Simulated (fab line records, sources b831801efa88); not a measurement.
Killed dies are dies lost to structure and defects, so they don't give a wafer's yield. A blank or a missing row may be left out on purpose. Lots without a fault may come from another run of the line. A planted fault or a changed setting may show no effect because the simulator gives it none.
Chamber matching | flow gf180mcu | GF_V3_CMP_26 on cmp-02: 4 sister chambers
The step polishes, stops on SiO2, t overpolish 15 s, target thk 0 nm. 4 wafers are shown with their chamber, then 8 later ones without.

WAFERS WITH THEIR CHAMBER
wafer  | chamber | motor_current_A (A)
L451.4 | 3       | 9.9
L452.1 | 0       | 9.5
L452.3 | 2       | 11.0
L452.6 | 1       | 10.6

WAFERS WITHOUT THEIR CHAMBER
wafer  | motor_current_A (A)
L453.3 | 10.4
L453.4 | 10.1
L453.5 | 11.0
L455.2 | 10.3
L455.3 | 10.2
L455.6 | 10.3
L460.2 | 9.9
L460.5 | 9.9

WHICH CHAMBER EACH WENT THROUGH
wafer  | from the rows above          | in truth
L453.3 | can't be placed: 1 or 3 or 2 | 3
L453.4 | can't be placed: 3 or 1 or 0 | 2
L453.5 | can't be placed: 2 or 1      | 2
L455.2 | can't be placed: 1 or 3 or 2 | 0
L455.3 | can't be placed: 3 or 1 or 0 | 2
L455.6 | can't be placed: 1 or 3 or 2 | 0
L460.2 | can't be placed: 3 or 0      | 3
L460.5 | can't be placed: 3 or 0      | 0
Placed correctly: 0 of 8. Can't be placed from these rows: 8 (the true chamber is among the candidates in 4). Placed wrongly: 0.
How it was worked out, from the rows above alone: a wafer's distance from a chamber is the root of the sum, over the readings, of the square of ((its reading less the chamber's mean) divided by the reading's scatter). The wafer belongs to the nearest chamber; if the next one is less than 2 further off, it can't be placed. A chamber's mean is the mean of its shown wafers. The scatter: with one shown wafer a chamber, the root of the mean of the squares of how far each hidden wafer lies from its nearest shown one.
